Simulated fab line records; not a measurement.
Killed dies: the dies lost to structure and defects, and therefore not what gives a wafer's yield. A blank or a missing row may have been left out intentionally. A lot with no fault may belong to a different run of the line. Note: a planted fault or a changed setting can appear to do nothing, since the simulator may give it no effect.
Chamber matching -- flow gf180mcu -- cmp-02 running GF_V5_CMP_04: 4 sister chambers
The step polishes SiO2. 22 wafers are shown with their chamber, then 11 later ones without.

## WAFERS WITH THEIR CHAMBER
wafer,chamber,motor_current_A (A)
L621.3,3,12.0
L621.5,3,12.3
L621.6,2,12.2
L622.1,1,10.4
L622.2,2,11.3
L622.5,3,12.2
L624.3,2,11.8
L624.5,2,11.6
L624.6,3,11.9
L625.2,3,12.1
L625.3,0,10.2
L625.4,2,11.7
L627.1,2,11.4
L627.4,1,9.8
L627.5,2,11.3
L628.1,2,11.9
L628.2,0,10.6
L628.4,3,12.6
L634.1,0,11.2
L634.5,1,10.7
L634.6,0,10.9
L638.1,2,11.6

SIGNATURES (averages over the wafers above)
reading,chamber 0,chamber 1,chamber 2,chamber 3,scatter within a chamber
motor_current_A,10.725,10.300,11.644,12.183,0.331
Rule: for a wafer and a chamber, the distance is found by dividing, reading by reading, the gap between the wafer's reading and the chamber's mean by the reading's scatter, squaring, summing and taking the root. The wafer belongs to the nearest chamber; if the next one is less than 2 further off, it can't be placed. The scatter: the root of (the sum of the squares of (reading less its chamber's mean) over the shown wafers, divided by (wafers less chambers)).

## WAFERS WHOSE CHAMBER IS MISSING
wafer,motor_current_A (A)
L638.2,10.7
L638.5,11.8
L639.1,11.0
L639.3,12.1
L639.6,12.0
L640.3,11.7
L640.5,12.0
L640.6,10.5
L642.1,11.8
L642.3,10.6
L642.6,10.7

## WHICH CHAMBER EACH WENT THROUGH
wafer,from the rows above,in truth
L638.2,can't be placed: 0 or 1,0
L638.5,can't be placed: 2 or 3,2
L639.1,can't be placed: 0 or 2 or 1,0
L639.3,can't be placed: 3 or 2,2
L639.6,can't be placed: 3 or 2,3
L640.3,can't be placed: 2 or 3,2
L640.5,can't be placed: 3 or 2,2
L640.6,can't be placed: 1 or 0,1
L642.1,can't be placed: 2 or 3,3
L642.3,can't be placed: 0 or 1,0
L642.6,can't be placed: 0 or 1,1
0 of 11 placed correctly. Unplaceable from these rows: 11, with the true chamber sitting among the candidates in 11. Number placed wrongly: 0.
